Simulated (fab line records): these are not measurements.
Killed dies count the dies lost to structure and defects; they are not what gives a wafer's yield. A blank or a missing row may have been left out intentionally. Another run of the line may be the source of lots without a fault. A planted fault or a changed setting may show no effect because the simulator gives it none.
Chamber matching ; flow sky130 ; 4 sister chambers for SKY_SPACER_ETCHBACK_02 on rie_diel-03
The step etches Si3N4 in CH3F/O2, stops on SiO2, time 46.7 s, target depth 45 nm. 4 wafers are shown with their chamber, then 8 later ones without.

EACH WAFER AND ITS CHAMBER
wafer;chamber;drypump_motor_current_A (A)
L081.2;0;5.1
L087.1;2;5.7
L087.2;1;5.5
L089.3;3;4.9

WAFERS MISSING THEIR CHAMBER
wafer;drypump_motor_current_A (A)
L089.5;5.6
L089.6;5.7
L093.1;5.0
L093.4;5.0
L093.6;5.7
L094.1;5.7
L094.2;5.1
L094.6;5.7

EACH ONE'S CHAMBER
wafer;from the rows above;in truth
L089.5;can't be placed: 1 or 2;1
L089.6;2;2
L093.1;can't be placed: 0 or 3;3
L093.4;can't be placed: 0 or 3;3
L093.6;2;2
L094.1;2;2
L094.2;0;0
L094.6;2;2
Correctly placed: 5 of 8. From these rows, 3 cannot be placed; in 3 the true chamber is one of the candidates. Number placed wrongly: 0.
How it was worked out, from the rows above alone: a wafer's distance from a chamber is the root of the sum, over the readings, of the square of ((its reading less the chamber's mean) divided by the reading's scatter). If the next closest chamber is less than 2 further off than the closest, the wafer can't be placed; otherwise it belongs to the closest. For every chamber, the mean is computed from those of its wafers that are shown. The scatter: with one shown wafer a chamber, the root of the mean of the squares of how far each hidden wafer lies from its nearest shown one.
